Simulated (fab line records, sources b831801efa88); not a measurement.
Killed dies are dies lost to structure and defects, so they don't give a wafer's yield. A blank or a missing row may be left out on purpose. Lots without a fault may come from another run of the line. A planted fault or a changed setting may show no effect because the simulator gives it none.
fab line records | flow gf180mcu
record lots=5 wafers=23
route steps=602 shown SAB@264 SALICIDE@281 CONTACT@291 M1@317 V1@344
start_h: hours from the record's first day to the start of the lot's first wafer shown | wait_h: hours since the lot's step before | " the same as in the row above | L1.1+2: a row that stands for several wafers | - no value, or no start given | * or withheld: withheld | < > ~ a bound
route shown NAME@n: a module of which the file shows steps, and the number in the route of the first | usual: mean/standard deviation of fault-free wafers | same: alike in all rows | chamber/n: place in a boat | sites: the reading at each site | _std_site: their standard deviation | _edge_site: outer sites' mean less inner sites' | radius_mm: how far each site lies from the wafer's centre | mask NAME#n: copy n | behind: the tool/chamber that last shaped the wafer | hold: why the lot was held/for how many hours/how that ended | device: the transistor (n, p or np) that didn't switch | end of line: the same wafers' tests at the end of the route | a step without rows: its recipe alone | killed: dies lost to structure and defects at the first sort, not the wafer's yield | map: a wafer's dies, x killed, . not, _ none there
set.NAME: the setting as run; set.NAME@STEP: as run at that earlier step | model.NAME: the simulator's own value behind a step, which no gauge read
lots whose settings were changed on purpose; a table a step, a row a wafer
## steps
# step GF_SAB_CVD_00
# recipe material=SiO2 target_thk_nm=50 precursor=TEOS temp_c=400 time_s=4.9302 rf_w=600
# columns lot.wafer tool chamber start_h wait_h set.time_s model.SiO2_of_SAB_CVD_00.thk_nm
L074.2 pecvd-03 2 317.83 0.1 4.303 43.41
L074.3 " 1 " " 4.9302 49.39
L074.4 " 1 " " 4.9302 50.02
L074.5 " 0 " " 4.303 44.25
L074.6 " 2 " " 4.9302 49.82
L076.1+6 pecvd-02 0,1 327.43 0.1 4.9302 50.6
L076.3 " 2 " " 4.9302 49.56
L077.1 pecvd-03 1 343.69 0.1 4.9302 48.72
L077.2 " 2 " " 4.9302 49.7
L077.4 " 0 " " 5.417 54.41
L077.5 " 2 " " 5.417 54.7
L077.6 " 1 " " 5.417 54.84
L079.2 pecvd-04 2 358.73 0.1 5.556 56.96
L079.3 " 1 " " 4.9302 49.83
L079.4 " 2 " " 5.556 57.87
L079.5 " 1 " " 4.9302 51.23
L079.6 " 0 " " 5.556 57.52
L083.1 pecvd-02 0 394.08 0.1 4.9302 50.17
L083.2 " 2 " " 4.9302 49.8
L083.3 " 1 " " 4.9302 49.69
L083.4 " 1 " " 4.9302 51.14
L083.5 " 0 " " 4.9302 50.56
# step GF_SAB_THK_MEAS_01
# recipe reads=SiO2_of_SAB_CVD_00
# usual SAB_CVD_00_THK=50.2/0.69
# columns lot.wafer tool chamber start_h wait_h set.time_s@SAB_CVD_00 SAB_CVD_00_THK[nm]
L074.2 film_metro-01 - 317.86 0.0 4.303 43.5
L074.3 " - " " 4.9302 49.5
L074.4 " - " " 4.9302 50.1
L074.5 " - " " 4.303 44.3
L074.6 " - " " 4.9302 49.8
L076.1 film_metro-01 - 327.45 0.0 4.9302 50.5
L076.3 " - " " 4.9302 49.6
L076.6 " - " " 4.9302 50.6
L077.1 film_metro-01 - 343.71 0.0 4.9302 48.7
L077.2 " - " " 4.9302 49.7
L077.4 " - " " 5.417 54.4
L077.5 " - " " 5.417 54.7
L077.6 " - " " 5.417 54.8
L079.2 film_metro-01 - 358.76 0.0 5.556 56.9
L079.3 " - " " 4.9302 49.8
L079.4 " - " " 5.556 57.9
L079.5 " - " " 4.9302 51.2
L079.6 " - " " 5.556 57.5
L083.1 film_metro-03 - 394.10 0.0 4.9302 50.2
L083.2 " - " " 4.9302 49.8
L083.3 " - " " 4.9302 49.7
L083.4 " - " " 4.9302 51.2
L083.5 " - " " 4.9302 50.5
# step GF_SAB_DEVELOP_08
# recipe develop_time_s=60 dev_temp_c=23
# columns lot.wafer tool chamber start_h wait_h set.dev_temp_c
L074.2+4 litho_track-02 0 338.30 0.1 26.62
L074.3+5+6 " 0 " " 23
L076.1+3+6 litho_track-04 0 348.21 0.1 23
L077.1+5+6 litho_track-02 0 364.92 0.1 19.34
L077.2+4 " 0 " " 23
L079.2+5 litho_track-04 0 380.28 0.1 25.78
L079.3+4+6 " 0 " " 23
L083.1+2+4 litho_track-04 0 416.51 0.1 23
L083.3+5 " 0 " " 24.78
# step GF_SAB_CD_MEAS_09
# recipe target_cd_nm=420
# usual cd_nm=421.6/1.9
# columns lot.wafer tool chamber start_h wait_h set.dev_temp_c@SAB_DEVELOP_08 cd_nm
L074.2 cd_sem-02 - 338.44 0.1 26.62 434.1
L074.3 " - " " 23 419.1
L074.4 " - " " 26.62 433.0
L074.5 " - " " 23 422.1
L074.6 " - " " 23 421.2
L076.1 cd_sem-01 - 348.36 0.1 23 420.7
L076.3 " - " " 23 421.1
L076.6 " - " " 23 420.7
L077.1 cd_sem-02 - 365.07 0.1 19.34 412.0
L077.2 " - " " 23 424.3
L077.4 " - " " 23 425.9
L077.5 " - " " 19.34 413.4
L077.6 " - " " 19.34 413.4
L079.2 cd_sem-02 - 380.43 0.1 25.78 433.3
L079.3 " - " " 23 423.0
L079.4 " - " " 23 424.0
L079.5 " - " " 25.78 434.4
L079.6 " - " " 23 423.3
L083.1 cd_sem-01 - 416.66 0.1 23 420.6
L083.2 " - " " 23 420.0
L083.3 " - " " 24.78 426.0
L083.4 " - " " 23 418.2
L083.5 " - " " 24.78 423.5
# step GF_SAB_ETCH_11
# recipe chemistry=C4F8/O2/Ar mask_material=NOVOLAK target=SiO2 target_depth_nm=55 source_w=1500 bias_w=1200 pressure_mtorr=40 c4f8_flow_sccm=withheld O2_flow_sccm=6 Ar_flow_sccm=300 time_s=8.5
# columns lot.wafer tool chamber start_h wait_h set.bias_w set.dev_temp_c@SAB_DEVELOP_08 model.SAB.cd_nm
L074.2 rie_diel-03 3 338.58 0.0 1200 26.62 433.4
L074.3 " 1 " " 1333 23 419.1
L074.4 " 2 " " 1333 26.62 433.1
L074.5 " 1 " " 1200 23 422.1
L074.6 " 3 " " 1200 23 420.5
L076.1 rie_diel-03 1 348.51 0.0 1200 23 420.6
L076.3 " 0 " " 1200 23 421
L076.6 " 1 " " 1200 23 421.1
L077.1 rie_diel-03 3 365.23 0.0 1200 19.34 411.9
L077.2 " 0 " " 1200 23 424.5
L077.4 " 1 " " 1200 23 425.8
L077.5 " 3 " " 1200 19.34 413.2
L077.6 " 0 " " 1200 19.34 413.5
L079.2 rie_diel-04 1 380.56 0.0 1284 25.78 433.1
L079.3 " 3 " " 1200 23 423.8
L079.4 " 0 " " 1284 23 423.8
L079.5 " 2 " " 1284 25.78 434.7
L079.6 " 1 " " 1200 23 423
L083.1 rie_diel-04 0 416.81 0.0 1200 23 420.2
L083.2 " 1 " " 1200 23 419.4
L083.3 " 2 " " 1200 24.78 426.3
L083.4 " 3 " " 1277 23 418.5
L083.5 " 0 " " 1277 24.78 423.1
# step GF_SALICIDE_SPUTTER_03
# recipe material=TiN target_thk_nm=20 power_w=6500 time_s=16.7 chamber_pressure_pa=0.4
# columns lot.wafer tool chamber start_h wait_h set.time_s model.TiN_of_SALICIDE_SPUTTER_03.thk_nm
L074.2 pvd_sputter-02 - 338.96 0.0 16.7 20.17
L074.3 " - " " 16.7 19.6
L074.4 " - " " 16.7 20.06
L074.5 " - " " 16.7 20.07
L074.6 " - " " 16.7 19.95
L076.1 pvd_sputter-02 - 349.05 0.0 16.7 19.88
L076.3 " - " " 16.7 20.18
L076.6 " - " " 16.7 19.92
L077.1 pvd_sputter-02 - 365.62 0.0 19.08 22.47
L077.2 " - " " 19.08 22.5
L077.4 " - " " 16.7 19.79
L077.5 " - " " 19.08 22.65
L077.6 " - " " 16.7 19.77
L079.2 pvd_sputter-02 - 380.93 0.0 16.7 19.99
L079.3 " - " " 16.7 19.97
L079.4 " - " " 16.7 20.22
L079.5 " - " " 16.7 20.04
L079.6 " - " " 16.7 19.94
L083.1 pvd_sputter-04 - 417.19 0.0 17.94 21.3
L083.2 " - " " 17.94 21.4
L083.3 " - " " 16.7 20.09
L083.4 " - " " 16.7 19.77
L083.5 " - " " 16.7 20.04
# step GF_SALICIDE_THK_MEAS_05
# recipe thk_meas_gauge=xrf reads=TiN_of_SALICIDE_SPUTTER_03
# usual SALICIDE_TIN_THK=19.80/0.25
# columns lot.wafer tool chamber start_h wait_h set.time_s@SALICIDE_SPUTTER_03 SALICIDE_TIN_THK[nm]
L074.2 film_metro-03 - 339.11 0.1 16.7 20.22
L074.3 " - " " 16.7 19.50
L074.4 " - " " 16.7 19.98
L074.5 " - " " 16.7 19.93
L074.6 " - " " 16.7 19.95
L076.1 film_metro-03 - 349.19 0.1 16.7 19.80
L076.3 " - " " 16.7 20.11
L076.6 " - " " 16.7 19.80
L077.1 film_metro-01 - 365.77 0.1 19.08 22.16
L077.2 " - " " 19.08 22.29
L077.4 " - " " 16.7 19.53
L077.5 " - " " 19.08 22.41
L077.6 " - " " 16.7 19.56
L079.2 film_metro-03 - 381.09 0.1 16.7 19.86
L079.3 " - " " 16.7 19.89
L079.4 " - " " 16.7 20.04
L079.5 " - " " 16.7 19.84
L079.6 " - " " 16.7 19.81
L083.1 film_metro-02 - 417.34 0.1 17.94 21.14
L083.2 " - " " 17.94 21.24
L083.3 " - " " 16.7 19.91
L083.4 " - " " 16.7 19.58
L083.5 " - " " 16.7 19.86
# step GF_CONTACT_CMP_04
# recipe material=SiO2 down_force_psi=4 platen_rpm=60 pad_velocity_m_s=0.94248
# columns lot.wafer tool chamber start_h wait_h set.leave_above_ref_nm model.SiO2_of_CONTACT_CVD_02.thk_nm
L074.3 cmp-02 0 339.74 0.1 540.4 538.6
L074.2 " 1 " " 560 560.2
L074.4 " 2 " " 560 561
L074.5 " 3 " " 560 560.1
L074.6 " 0 " " 540.4 539.2
L076.1 cmp-02 1 349.79 0.1 560 558.6
L076.3 " 3 " " 560 559.2
L076.6 " 1 " " 560 558.8
L077.4 cmp-02 0 366.35 0.0 560 558.9
L077.2 " 1 " " 560 559.8
L077.1 " 2 " " 560 561.6
L077.6 " 0 " " 601.2 600.2
L077.5 " 1 " " 601.2 602.1
L079.2 cmp-01 1 381.72 0.1 542.2 542.2
L079.4 " 2 " " 560 559.2
L079.3 " 3 " " 560 560.1
L079.5 " 0 " " 542.2 543
L079.6 " 1 " " 542.2 542.8
L083.1 cmp-02 0 417.96 0.1 560 558.4
L083.2 " 1 " " 560 561.2
L083.3 " 2 " " 582.4 583.2
L083.4 " 3 " " 582.4 582.3
L083.5 " 1 " " 560 560.8
# step GF_CONTACT_ETCH_16
# recipe chemistry=N2/H2 target_depth_a=withheld overetch_a=withheld time_s=withheld target=BARC ion_energy_ev=200 source_w=500 bias_w=100 pressure_mtorr=30 n2_flow_sccm=100 h2_flow_sccm=200
# columns lot.wafer tool chamber start_h wait_h set.ion_energy_ev
L074.2+3+4+5+6 rie_diel-02 0,2,1,0,1 361.96 0.0 200
L076.1+3+6 rie_diel-03 2,0,3 372.06 0.0 200
L077.1+2+6 rie_diel-03 3,0,1 389.50 0.0 183.5
L077.4+5 " 2,0 " " 200
L079.2+3+4 rie_diel-03 2,1,0 404.60 0.0 213.7
L079.5+6 " 1,2 " " 200
L083.1+4+5 rie_diel-03 1,0,0 442.74 0.0 200
L083.2+3 " 3,2 " " 221.5
# step GF_CONTACT_ETCH_17
# recipe chemistry=C4F8/O2/Ar mask_material=KrF target=SiO2 stop_on=CoSi2 source_w=1500 bias_w=1200 pressure_mtorr=40 c4f8_flow_sccm=withheld O2_flow_sccm=6 Ar_flow_sccm=300 time_s=withheld target_depth_a=8600
# columns lot.wafer tool chamber start_h wait_h set.leave_above_ref_nm@CONTACT_CMP_04 model.CONTACT.feature_depth_nm
L074.2 rie_diel-02 0 - - 560 855.3
L074.3 " 2 " " 540.4 836.8
L074.4 " 1 " " 560 856
L074.5 " 0 " " 560 855
L074.6 " 1 " " 540.4 833.7
L076.1 rie_diel-03 2 - - 560 854.6
L076.3 " 0 " " 560 848.4
L076.6 " 3 " " 560 851.8
L077.1 rie_diel-03 3 - - 560 862.3
L077.2 " 0 " " 560 853.5
L077.4 " 2 " " 560 855.8
L077.5 " 0 " " 601.2 895.9
L077.6 " 1 " " 601.2 898.1
L079.2 rie_diel-03 2 - - 542.2 840.5
L079.3 " 1 " " 560 854.7
L079.4 " 0 " " 560 854.3
L079.5 " 1 " " 542.2 837.5
L079.6 " 2 " " 542.2 839.9
L083.1 rie_diel-03 1 - - 560 858.3
L083.2 " 3 " " 560 861.5
L083.3 " 2 " " 582.4 880.4
L083.4 " 0 " " 582.4 880.9
L083.5 " 0 " " 560 862.2
# step GF_CONTACT_SPUTTER_22
# recipe material=Ti target_thk_nm=15 chamber_pressure_pa=5 power_w=2500 substrate_temp_c=200 time_s=80.02
# columns lot.wafer tool chamber start_h wait_h set.chamber_pressure_pa model.Ti_of_CONTACT_SPUTTER_22.thk_nm
L074.2 pvd_sputter-02 - 362.46 0.0 5.262 14.54
L074.3 " - " " 5.262 14.25
L074.4 " - " " 5.262 14.58
L074.5 " - " " 5.262 14.68
L074.6 " - " " 5.262 14.26
L076.1 pvd_sputter-03 - 372.53 0.0 5 15.09
L076.3 " - " " 5 15.06
L076.6 " - " " 5 15.16
L077.1 pvd_sputter-03 - 389.97 0.0 5 15.07
L077.2 " - " " 5 14.95
L077.4 " - " " 5 15.02
L077.5 " - " " 5 15.1
L077.6 " - " " 5 15.03
L079.2 pvd_sputter-03 - 405.07 0.0 4.316 17.19
L079.3+5 " - " " 4.316 17.2
L079.4 " - " " 4.316 17.3
L079.6 " - " " 4.316 17.34
L083.1 pvd_sputter-03 - 443.21 0.0 5.225 14.42
L083.2 " - " " 5.225 14.58
L083.3 " - " " 5.225 14.3
L083.4 " - " " 5.225 14.43
L083.5 " - " " 5.225 14.59
# step GF_M1_SPUTTER_02
# recipe material=AlCu target_thk_nm=450 power_w=10600 time_s=23.9 chamber_pressure_pa=0.4
# columns lot.wafer tool chamber start_h wait_h set.power_w model.AlCu_of_M1_SPUTTER_02.thk_nm
L074.2 pvd_sputter-04 - 363.27 0.0 10600 456.1
L074.3 " - " " 10600 453.4
L074.4 " - " " 10600 455.5
L074.5 " - " " 10600 458.8
L074.6 " - " " 10600 452.1
L076.1 pvd_sputter-04 - 373.63 0.0 10600 452.7
L076.3 " - " " 10600 454.1
L076.6 " - " " 10600 452.6
L077.1 pvd_sputter-04 - 390.78 0.0 9741 415.1
L077.2 " - " " 10600 452
L077.4 " - " " 9741 413
L077.5 " - " " 9741 414.4
L077.6 " - " " 10600 447.1
L079.2 pvd_sputter-04 - 405.88 0.0 11490 492.7
L079.3 " - " " 10600 452.9
L079.4 " - " " 10600 458.5
L079.5 " - " " 10600 456
L079.6 " - " " 11490 498.2
L083.1 pvd_sputter-01 - 444.03 0.0 10600 451.1
L083.2 " - " " 10600 445.2
L083.3 " - " " 10600 442.5
L083.4 " - " " 10600 444.3
L083.5 " - " " 10600 443.1
# step GF_M1_SPUTTER_03
# recipe material=Ti target_thk_nm=10 substrate_temp_c=300 chamber_pressure_pa=0.3 power_w=3000 time_s=6.7
# step GF_M1_SPUTTER_04
# recipe material=TiN target_thk_nm=50 power_w=6500 time_s=41.7 chamber_pressure_pa=0.4
# step GF_M1_RS_MEAS_05
# recipe thk_meas_gauge=four-point-probe reads=TiN_of_M1_SPUTTER_04+Ti_of_M1_SPUTTER_03+AlCu_of_M1_SPUTTER_02+TiN_of_M1_SPUTTER_01+Ti_of_M1_SPUTTER_00
# usual M1_ALCU_RS=0.0693/0.0008
# columns lot.wafer tool chamber start_h wait_h set.power_w@M1_SPUTTER_02 M1_ALCU_RS[ohm/sq]
L074.2 film_metro-01 - 363.38 0.0 10600 0.0686
L074.3 " - " " 10600 0.0690
L074.4 " - " " 10600 0.0688
L074.5 " - " " 10600 0.0682
L074.6 " - " " 10600 0.0692
L076.1 film_metro-04 - 373.72 0.0 10600 0.0692
L076.3 " - " " 10600 0.0690
L076.6 " - " " 10600 0.0692
L077.1 film_metro-02 - 390.87 0.0 9741 0.0756
L077.2 " - " " 10600 0.0693
L077.4 " - " " 9741 0.0759
L077.5 " - " " 9741 0.0758
L077.6 " - " " 10600 0.0701
L079.2 film_metro-04 - 405.99 0.0 11490 0.0634
L079.3 " - " " 10600 0.0692
L079.4 " - " " 10600 0.0683
L079.5 " - " " 10600 0.0686
L079.6 " - " " 11490 0.0628
L083.1 film_metro-02 - 444.12 0.0 10600 0.0695
L083.2 " - " " 10600 0.0703
L083.3 " - " " 10600 0.0707
L083.4 " - " " 10600 0.0704
L083.5 " - " " 10600 0.0705
# step GF_M1_THK_MEAS_06
# recipe thk_meas_gauge=xrf reads=AlCu_of_M1_SPUTTER_02
# usual M1_ALCU_THK=443/5.1
# columns lot.wafer tool chamber start_h wait_h set.power_w@M1_SPUTTER_02 M1_ALCU_THK[nm]
L074.2 film_metro-01 - 363.49 0.1 10600 446
L074.3 " - " " 10600 445
L074.4 " - " " 10600 443
L074.5 " - " " 10600 449
L074.6 " - " " 10600 440
L076.1 film_metro-04 - 373.84 0.1 10600 444
L076.3 " - " " 10600 446
L076.6 " - " " 10600 444
L077.1 film_metro-02 - 390.99 0.1 9741 407
L077.2 " - " " 10600 442
L077.4 " - " " 9741 405
L077.5 " - " " 9741 406
L077.6 " - " " 10600 433
L079.2 film_metro-04 - 406.10 0.1 11490 484
L079.3 " - " " 10600 447
L079.4 " - " " 10600 450
L079.5 " - " " 10600 449
L079.6 " - " " 11490 491
L083.1 film_metro-02 - 444.24 0.1 10600 441
L083.2 " - " " 10600 437
L083.3 " - " " 10600 433
L083.4 " - " " 10600 436
L083.5 " - " " 10600 434
# step GF_M1_PEB_12
# recipe peb_temp_c=135 peb_time_s=90 resist=KrF
# columns lot.wafer tool chamber start_h wait_h set.peb_temp_c
L074.2+6 litho_track-02 0 - - 135
L074.3+4+5 " 0 " " 139
L076.1+3+6 litho_track-02 0 - - 135
L077.1+4 litho_track-03 0 - - 135
L077.2+5+6 " 0 " " 131.6
L079.2+3+4+5+6 litho_track-02 0 - - 135
L083.1+5 litho_track-04 0 - - 131.7
L083.2+3+4 " 0 " " 135
# step GF_M1_DEVELOP_13
# recipe develop_time_s=60 dev_temp_c=21
# step GF_M1_CD_MEAS_14
# recipe target_cd_nm=230
# usual cd_nm=229.8/1.2
# columns lot.wafer tool chamber start_h wait_h set.peb_temp_c@M1_PEB_12 cd_nm
L074.2 cd_sem-01 - 385.63 0.2 135 228.2
L074.3 " - " " 139 221.0
L074.4 " - " " 139 220.2
L074.5 " - " " 139 219.8
L074.6 " - " " 135 230.2
L076.1 cd_sem-02 - 397.03 0.3 135 230.1
L076.3 " - " " 135 230.9
L076.6 " - " " 135 230.1
L077.1 cd_sem-01 - 414.34 0.1 135 228.3
L077.2 " - " " 131.6 241.1
L077.4 " - " " 135 229.6
L077.5 " - " " 131.6 239.0
L077.6 " - " " 131.6 240.5
L079.2 cd_sem-02 - 429.83 0.2 135 232.0
L079.3 " - " " 135 230.1
L079.4 " - " " 135 229.6
L079.5 " - " " 135 230.0
L079.6 " - " " 135 230.3
L083.1 cd_sem-01 - 468.21 0.1 131.7 240.8
L083.2 " - " " 135 230.4
L083.3 " - " " 135 229.7
L083.4 " - " " 135 228.6
L083.5 " - " " 131.7 240.0
# step GF_M1_METAL_ETCH_16
# recipe chemistry=Cl2/BCl3 mask_material=KrF target_depth_nm=627.5 stop_on=SiO2 pressure_mtorr=8 icp_w=800 bias_w=140 Cl2_flow_sccm=80 bcl3_flow_sccm=40 time_s=104.6
# columns lot.wafer tool chamber start_h wait_h set.bias_w set.peb_temp_c@M1_PEB_12 model.M1.cd_nm
L074.2 rie_metal-04 0 385.77 0.0 140 135 229.7
L074.3 " 0 " " 140 139 220.1
L074.4 " 1 " " 140 139 222.3
L074.5 " 1 " " 140 139 223.2
L074.6 " 0 " " 140 135 232.7
L076.1 rie_metal-01 1 397.19 0.0 140 135 228.6
L076.3 " 0 " " 140 135 227.4
L076.6 " 1 " " 140 135 229.2
L077.1 rie_metal-04 1 414.50 0.0 148 135 230.2
L077.2 " 0 " " 148 131.6 240.5
L077.4 " 0 " " 140 135 229.6
L077.5 " 1 " " 140 131.6 239.1
L077.6 " 0 " " 140 131.6 241.1
L079.2 rie_metal-02 0 429.97 0.0 140 135 231.9
L079.3 " 0 " " 140 135 230.8
L079.4 " 1 " " 140 135 227.9
L079.5 " 0 " " 140 135 230.5
L079.6 " 1 " " 140 135 227.7
L083.1 rie_metal-01 0 468.36 0.0 140 131.7 240.9
L083.2+4 " 1,0 " " 140 135 229.3
L083.3 " 1 " " 140 135 230.3
L083.5 " 1 " " 140 131.7 239.1
# step GF_V1_COAT_09
# recipe resist=KrF spin_rpm=withheld resist_thk_nm=1000
# columns lot.wafer tool chamber start_h wait_h set.resist_thk_nm model.KrF_of_V1_COAT_09.thk_nm
L074.2+5 litho_track-02 0 - - 1000 1002
L074.3+4+6 " 0 " " 1000 1005
L076.1 litho_track-03 0 - - 1000 1004
L076.3 " 0 " " 1000 1005
L076.6 " 0 " " 1000 1003
L077.1 litho_track-03 0 - - 1033 1038
L077.2+5 " 0 " " 1033 1035
L077.4 " 0 " " 1000 1003
L077.6 " 0 " " 1000 1004
L079.2 litho_track-02 0 - - 1000 999.7
L079.3+4 " 0 " " 1000 1003
L079.5+6 " 0 " " 1000 1004
L083.1 litho_track-01 0 - - 941.5 941.3
L083.2 " 0 " " 1000 1001
L083.3 " 0 " " 1000 999.4
L083.4 " 0 " " 941.5 942.5
L083.5 " 0 " " 1000 999.9
## key
split step=GF_SAB_CVD_00 setting=time_s stated=4.9302 by=wafer
response step=GF_SAB_CVD_00 reading=model.SiO2_of_SAB_CVD_00.thk_nm change=+0.515 per=1% r=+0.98
response step=GF_SAB_THK_MEAS_01 reading=SAB_CVD_00_THK change=+0.516 per=1% r=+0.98
split step=GF_SAB_DEVELOP_08 setting=dev_temp_c stated=23 by=wafer
response step=GF_SAB_CD_MEAS_09 reading=cd_nm change=+0.793 per=1% r=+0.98
response step=GF_SAB_ETCH_11 reading=model.SAB.cd_nm change=+0.794 per=1% r=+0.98
split step=GF_SAB_ETCH_11 setting=bias_w stated=1200 by=wafer
response none clear
split step=GF_SALICIDE_SPUTTER_03 setting=time_s stated=16.7 by=wafer
response step=GF_SALICIDE_SPUTTER_03 reading=model.TiN_of_SALICIDE_SPUTTER_03.thk_nm change=+0.192 per=1% r=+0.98
response step=GF_SALICIDE_THK_MEAS_05 reading=SALICIDE_TIN_THK change=+0.192 per=1% r=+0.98
split step=GF_CONTACT_CMP_04 setting=leave_above_ref_nm stated=560 by=wafer
response step=GF_CONTACT_CMP_04 reading=model.SiO2_of_CONTACT_CVD_02.thk_nm change=+5.64 per=1% r=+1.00
response step=GF_CONTACT_ETCH_17 reading=model.CONTACT.feature_depth_nm change=+5.31 per=1% r=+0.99
split step=GF_CONTACT_ETCH_16 setting=ion_energy_ev stated=200 by=wafer
response none clear
split step=GF_CONTACT_SPUTTER_22 setting=chamber_pressure_pa stated=5 by=lot
response step=GF_CONTACT_SPUTTER_22 reading=model.Ti_of_CONTACT_SPUTTER_22.thk_nm change=-0.151 per=1% r=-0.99
split step=GF_M1_SPUTTER_02 setting=power_w stated=10600 by=wafer
response step=GF_M1_SPUTTER_02 reading=model.AlCu_of_M1_SPUTTER_02.thk_nm change=+4.55 per=1% r=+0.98
response step=GF_M1_RS_MEAS_05 reading=M1_ALCU_RS change=-0.000707 per=1% r=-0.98
response step=GF_M1_THK_MEAS_06 reading=M1_ALCU_THK change=+4.28 per=1% r=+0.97
split step=GF_M1_PEB_12 setting=peb_temp_c stated=135 by=wafer
response step=GF_M1_CD_MEAS_14 reading=cd_nm change=-3.85 per=1% r=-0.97
response step=GF_M1_METAL_ETCH_16 reading=model.M1.cd_nm change=-3.74 per=1% r=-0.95
split step=GF_M1_METAL_ETCH_16 setting=bias_w stated=140 by=wafer
response none clear
split step=GF_V1_COAT_09 setting=resist_thk_nm stated=1000 by=wafer
response step=GF_V1_COAT_09 reading=model.KrF_of_V1_COAT_09.thk_nm change=+9.93 per=1% r=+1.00
